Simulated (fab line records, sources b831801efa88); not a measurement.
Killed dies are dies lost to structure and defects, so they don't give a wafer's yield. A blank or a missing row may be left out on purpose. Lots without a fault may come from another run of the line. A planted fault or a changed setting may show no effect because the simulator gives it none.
A struck lot beside a sound one | flow gf180mcu | 18 steps out of a route of 602
Sound: wafers L373.1, L373.2, L373.3. Struck: wafers L392.2, L392.3, L392.6. The cause comes at the end.
At each step with rows: each side's tool, then ch and its chambers, then its first start. Under that, the readings that differ: sound wafers | struck wafers | difference of the means | sigmas: that difference in standard deviations of wafers without a fault.
alike: readings whose means differ by less than 2 such deviations, and words and numbers that are the same on both sides. not compared: withheld readings, readings that some wafer has no value for, bounds like >300 that may hide the same value, and numbers for which the record gives no deviation and whose values overlap.
The two part at a step that has a row with sigmas, a row that says differs or no value, or rows on one side only. Numbers that don't overlap but have no deviation are shown without sigmas and don't part them. A reading that every wafer of one side lacks parts them only if that side has two wafers or more.

GF_HV_LDD_CD_MEAS_31: target cd 400 nm.
  sound on cd_sem-02, day 12 07:06; struck on cd_sem-02, day 18 08:16
  alike: cd_nm
GF_HV_LDD_OVL_MEAS_32:
  sound on overlay-01, day 12 07:13; struck on overlay-01, day 18 08:22
  alike: HV_LDD_02_OVL
then, 4 steps without rows for these wafers: GF_HV_LDD_IMPLANT_33; GF_HV_LDD_IMPLANT_34; GF_HV_LDD_IMPLANT_35; GF_HV_LDD_IMPLANT_36.
GF_HV_LDD_STRIP_37: strips in O2/N2.
  sound on plasma_asher-04 ch 0,1, day 12 07:52; struck on plasma_asher-01 ch 0,1, day 18 09:00
  alike: drypump_motor_current_A, heater_power_w, n2_flow_sccm, oes_product_au, strip_time_to_endpoint_s
  not compared: rf_hours_counter_h
GF_HV_LDD_TW_MEAS_38:
  sound on film_metro-03, day 12 07:58; struck on film_metro-04, day 18 09:07
  alike: HV_LDD_3_TW
then, 4 steps without rows for these wafers: GF_HV_LDD_DEHYDRATE_39 (time 60 s); GF_HV_LDD_HMDS_40 (prime time 60 s); GF_HV_LDD_COAT_41 (resist thk 1000 nm); GF_HV_LDD_SOFTBAKE_42 (time 58.51 s).
GF_HV_LDD_EXPOSE_43: exposes mask Pplus HV AREA, target cd 400 nm.
  sound on iline_stepper-01 ch 0, day 12 17:11; struck on iline_stepper-01 ch 0, day 18 21:05
  reading                        | sound                | struck            | difference | sigmas
  model.HV_LDD.overlay_x_nm (nm) | -0.227 -0.227 -0.227 | 222.6 222.6 222.6 | +222.8     |
  alike: mask, stage_vel_mm_s
then, 2 steps without rows for these wafers: GF_HV_LDD_PEB_44; GF_HV_LDD_DEVELOP_45 (develop time 60 s).
GF_HV_LDD_CD_MEAS_46: target cd 400 nm.
  sound on cd_sem-01, day 13 02:52; struck on cd_sem-02, day 19 09:01
  alike: cd_nm
GF_HV_LDD_OVL_MEAS_47:
  sound on overlay-02, day 13 02:59; struck on overlay-02, day 19 09:19
  reading            | sound       | struck            | difference | sigmas
  HV_LDD_03_OVL (nm) | 0.0 1.5 1.3 | 223.2 222.4 223.5 | +222.1     | +99 or more
  not compared: hold
GF_PASSIVATION_PROBE_99:
  the record has rows for the sound wafers here (prober-02, day 29 18:58) and none for the struck ones

WHERE THEY PART
First at GF_HV_LDD_OVL_MEAS_47; last, within this record, at GF_PASSIVATION_PROBE_99.

WHY: what the simulator had put in
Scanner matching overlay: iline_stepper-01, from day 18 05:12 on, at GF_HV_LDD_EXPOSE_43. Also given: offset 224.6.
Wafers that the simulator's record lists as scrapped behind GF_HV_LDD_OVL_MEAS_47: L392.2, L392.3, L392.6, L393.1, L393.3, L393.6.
